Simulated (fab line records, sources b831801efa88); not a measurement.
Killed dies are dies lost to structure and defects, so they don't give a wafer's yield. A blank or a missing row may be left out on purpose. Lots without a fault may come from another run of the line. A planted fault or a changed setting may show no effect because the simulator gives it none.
Which tool did it? | flow gf180mcu | 14 lots, 42 wafers sampled, at 4 steps of a route of 602

WHAT THE GAUGES READ, wafer by wafer
GF_STI_THK_MEAS_04.
lot  | measured    | on            | STI_CVD_03_THK (nm)
L600 | day 1 18:34 | film_metro-02 | 207.9 209.0 208.3
L601 | day 1 23:35 | film_metro-04 | 206.4 206.4 207.5
L604 | day 2 16:00 | film_metro-04 | 208.3 205.8 207.1
L605 | day 2 20:02 | film_metro-04 | 207.5 207.5 207.5
L606 | day 3 01:58 | film_metro-04 | 205.3 207.4 203.5
L608 | day 3 10:59 | film_metro-02 | 205.7 206.0 206.0
L609 | day 3 16:53 | film_metro-01 | 207.6 206.1 205.6
L610 | day 3 20:35 | film_metro-02 | 211.1 209.1 209.2
L611 | day 4 02:29 | film_metro-01 | 209.3 210.2 210.2
L612 | day 4 06:35 | film_metro-01 | 207.7 206.1 208.0
L613 | day 4 11:35 | film_metro-04 | 206.6 205.8 206.7
L614 | day 4 16:52 | film_metro-01 | 208.1 207.5 206.6
L615 | day 4 21:34 | film_metro-02 | 208.2 208.8 208.7
L619 | day 5 20:23 | film_metro-04 | 209.2 210.2 209.8

GF_MVSD_OVL_MEAS_07.
lot  | measured    | on         | MVSD_OVL (nm)
L600 | day 4 17:13 | overlay-01 | 0.3 1.6 -1.1
L601 | day 4 23:43 | overlay-02 | 0.9 1.1 -1.4
L604 | day 5 15:46 | overlay-02 | -0.4 -2.6 -1.6
L605 | day 5 21:34 | overlay-01 | -0.2 -0.4 0.3
L606 | day 6 05:40 | overlay-02 | 0.2 -0.6 -1.4
L608 | day 6 17:20 | overlay-01 | -0.4 0.4 2.5
L609 | day 6 20:37 | overlay-01 | 1.0 -0.8 0.7
L610 | day 7 00:50 | overlay-02 | 0.7 -0.9 -0.2
L611 | day 7 09:14 | overlay-02 | 0.3 1.2 -0.8
L612 | day 7 14:07 | overlay-01 | 2.5 2.4 1.3
L613 | day 7 19:17 | overlay-02 | -0.8 0.0 -1.5
L614 | day 8 04:40 | overlay-01 | 3.9 0.5 0.9
L615 | day 8 10:10 | overlay-01 | 0.6 1.0 -0.3
L619 | day 9 07:38 | overlay-01 | -1.0 -1.2 -1.8

WHICH TOOL RAN EACH LOT (tool, then ch and the chambers of the sampled wafers, then the start)
lot  | GF_STI_STRIP_15                     | GF_NWELL_IMPLANT_09
L600 | plasma_asher-04 ch 0,1, day 2 06:14 | implanter-04 ch 0, day 3 14:36
L601 | plasma_asher-01 ch 0,1, day 2 11:24 | implanter-03 ch 0, day 3 20:39
L604 | plasma_asher-03 ch 1, day 3 04:24   | implanter-03 ch 0, day 4 10:41
L605 | plasma_asher-01 ch 0,1, day 3 09:02 | implanter-02 ch 0, day 4 16:22
L606 | plasma_asher-01 ch 0, day 3 15:15   | implanter-04 ch 0, day 5 00:14
L608 | plasma_asher-03 ch 0,1, day 3 23:57 | implanter-04 ch 0, day 5 10:43
L609 | plasma_asher-04 ch 0,1, day 4 05:58 | implanter-02 ch 0, day 5 15:04
L610 | plasma_asher-03 ch 0,1, day 4 09:18 | implanter-02 ch 0, day 5 17:40
L611 | plasma_asher-01 ch 0,1, day 4 16:09 | implanter-03 ch 0, day 6 01:15
L612 | plasma_asher-03 ch 0, day 4 20:32   | implanter-03 ch 0, day 6 06:56
L613 | plasma_asher-04 ch 0,1, day 5 01:37 | implanter-03 ch 0, day 6 12:13
L614 | plasma_asher-04 ch 0,1, day 5 07:08 | implanter-03 ch 0, day 6 20:16
L615 | plasma_asher-03 ch 0, day 5 11:35   | implanter-03 ch 0, day 7 02:49
L619 | plasma_asher-04 ch 0,1, day 6 10:57 | implanter-04 ch 0, day 7 22:31
- GF_STI_STRIP_15: strips in O2/N2.
- GF_NWELL_IMPLANT_09

WHAT THE TOOLS THEMSELVES READ (means of the sampled wafers that have a number; where no wafer has one, the mark that the record gives instead)
GF_STI_STRIP_15.
lot  | tool            | drypump_motor_current_A (A) | heater_power_w (W) | oes_product_au (a.u.) | strip_time_to_endpoint_s (s)
L600 | plasma_asher-04 | 5.35                        | 336                | 0.381                 | 3.71
L601 | plasma_asher-01 | 5.29                        | 347                | 0.389                 | 3.74
L604 | plasma_asher-03 | 5.64                        | 288                | 0.379                 | 3.72
L605 | plasma_asher-01 | 5.33                        | 352                | 0.385                 | 3.77
L606 | plasma_asher-01 | 5.37                        | 350                | 0.382                 | 3.71
L608 | plasma_asher-03 | 5.52                        | 380                | 0.388                 | 3.76
L609 | plasma_asher-04 | 5.33                        | 337                | 0.382                 | 3.71
L610 | plasma_asher-03 | 5.52                        | 378                | 0.383                 | 3.72
L611 | plasma_asher-01 | 5.26                        | 354                | 0.382                 | 3.71
L612 | plasma_asher-03 | 5.44                        | 426                | 0.382                 | 3.72
L613 | plasma_asher-04 | 5.36                        | 337                | 0.382                 | 3.73
L614 | plasma_asher-04 | 5.09                        | 331                | 0.383                 | 3.72
L615 | plasma_asher-03 | 5.47                        | 431                | 0.384                 | 3.71
L619 | plasma_asher-04 | 5.09                        | 332                | 0.382                 | 3.71

GF_NWELL_IMPLANT_09.
lot  | tool         | beam_energy_keV | beam_on_s (s)
L600 | implanter-04 | 160.00          | 10.14
L601 | implanter-03 | 160.01          | 9.97
L604 | implanter-03 | 159.97          | 10.08
L605 | implanter-02 | 160.09          | 10.11
L606 | implanter-04 | 159.97          | 9.96
L608 | implanter-04 | 159.97          | 9.94
L609 | implanter-02 | 160.04          | 10.04
L610 | implanter-02 | 160.05          | 9.96
L611 | implanter-03 | 160.00          | 10.08
L612 | implanter-03 | 159.94          | 10.13
L613 | implanter-03 | 169.74          | 10.24
L614 | implanter-03 | 169.74          | 9.88
L615 | implanter-03 | 169.72          | 9.86
L619 | implanter-04 | 159.98          | 10.01

THE ANSWER, worked out from the rows above alone
Rule: what is usual is taken from the lots themselves. Put in order of their means at a reading, lots are off if they are a third of the lots or fewer, leave a main group of 4 or more, and stand apart from it by a gap of 3 or more times the standard deviation of the main group's means; of several such gaps the widest counts. A main group whose means are all the same, to the digits that the tables above print for the reading, isn't used. A lot without any number at a reading at which 4 lots or more have one is off too. The other lots that the step has rows for count as sound. The gauges are gone through in route order, then the tools' own readings, and for those a lot's mean is taken as printed above. The first step at which some lot is off is used, and at that step the reading that is off furthest; a lot without a number counts as furthest.
Off: L613, L614, L615, at GF_NWELL_IMPLANT_09 (beam_energy_keV). The main group: mean 160.00, standard deviation 0.042.
A tool fits if, at that step or a process step before it, it ran every lot that is off, and no sound lot after the first of them. One fits: implanter-03 at GF_NWELL_IMPLANT_09. Its last sound lot is L612 (day 6 06:56), its first lot that is off L613 (day 6 12:13): a fault that began between those two fits.
The tool's own readings at GF_NWELL_IMPLANT_09 bear it out: on the lots that are off they differ by more than 5 times the standard deviation of the sound lots' means. beam_energy_keV reads 169.73 there against 160.00 on the sound lots.

WHAT THE SIMULATOR HAD PUT IN
Process parameter drift: implanter-03, from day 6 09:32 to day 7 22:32, at GF_NWELL_IMPLANT_09. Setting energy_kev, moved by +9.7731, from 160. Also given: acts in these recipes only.
Lots struck among those shown: L613, L614, L615. The rule above found the same.
